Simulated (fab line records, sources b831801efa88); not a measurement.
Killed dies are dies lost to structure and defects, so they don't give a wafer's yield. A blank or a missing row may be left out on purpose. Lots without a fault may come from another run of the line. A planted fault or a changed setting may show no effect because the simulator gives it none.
Problem report in the 8D (eight disciplines) form, filled by code | flow sky130 | the parts of the form that need people (team, actions taken, sign-off) are left out

1. THE PROBLEM
DNWELL_TW at SKY_DNWELL_TW_MEAS_09 reads a mean of 513 on 4 wafers of 2 lots; wafers without a fault read 1113 with a standard deviation of 9.9. That is -61 standard deviations from the usual mean.
First seen on wafer L719.1, day 6 21:41, on film_metro-04. The record holds 39 wafers of 13 lots with a number at this step. Rule for "out", or "out of limits": more than 4 standard deviations from the usual mean. The other wafers with a number count as sound.

2. WHAT IT IS AND WHAT IT IS NOT
question                    | is                             | is not
which readings at this step | DNWELL_TW                      | -
which lots                  | L719, L720                     | L704, L705, L706, L708, L709, L710, L711, L714, L723, L724, L725
which wafers of those lots  | L719.1, L719.3, L720.1, L720.6 | L719.2, L720.5
read on which gauges        | film_metro-01, film_metro-04   | film_metro-02
when                        | from day 6 21:41               | up to then (25 sound wafers); but 10 sound wafers of L720, L723, L724, L725 came after

3. SUSPECTS, AND WHAT RULES EACH OUT
Counting: a tool at a process step up to the reading stays a suspect if it ran every lot that is out. Sound lots after the first of them don't rule it out here, since some wafers of a struck lot are sound.
- the gauge at SKY_DNWELL_TW_MEAS_09: ruled out. The wafers that are out were read on 2 gauges (film_metro-01, film_metro-04).
- litho_track-03 at SKY_DNWELL_DEVELOP_06 (develop time 60 s): kept. It ran every lot that is out, first L719 (day 6 21:00); its last sound lot up to then is L714 (day 5 19:00).
Left after counting: litho_track-03 at SKY_DNWELL_DEVELOP_06.

4. THE CAUSE (what the simulator had put in)
Process parameter drift: litho_track-03, from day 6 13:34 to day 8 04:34, at SKY_DNWELL_DEVELOP_06. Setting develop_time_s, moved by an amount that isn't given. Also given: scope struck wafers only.
Counting left only this tool.

5. THE CHAIN OF EFFECTS, in route order
Each row: a reading whose mean over the struck wafers that have a number lies more than 3 standard deviations from the usual. Only readings for which the record gives a usual standard deviation are gone through. hours: the time from each lot's start at the first step in this table that gives one to its start at this step, as a median over the lots. sigmas: the change in usual standard deviations.
hours | step                  | reading             | usual | on struck wafers | change | sigmas
0     | SKY_DNWELL_TW_MEAS_09 | DNWELL_TW           | 1113  | 513              | -600   | -61
1047  | SKY_PAD_OPEN_PROBE_99 | killed_at_front_end | 16    | 425              | +409   | +91
1047  | SKY_PAD_OPEN_PROBE_99 | killed_dies         | 87    | 492              | +405   | +46
1047  | SKY_PAD_OPEN_PROBE_99 | killed_on_rim       | 16    | 96               | +80    | +22
The process steps in it:
- SKY_PAD_OPEN_PROBE_99
Later measuring or inspecting steps at which every struck wafer that the step has a row for has a number for every such reading, and none has moved that far: SKY_VT_ADJUST_HVTP_CD_MEAS_07.

6. WHAT WOULD HAVE CAUGHT IT SOONER
In this record the first reading out of limits at a measuring or inspecting step was taken at day 6 21:41, 8 hours after the fault began at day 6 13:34.
Of the lots that are out (2), L720 began SKY_DNWELL_DEVELOP_06 on litho_track-03 after day 6 21:41. A hold on the tool at that time would have spared it.
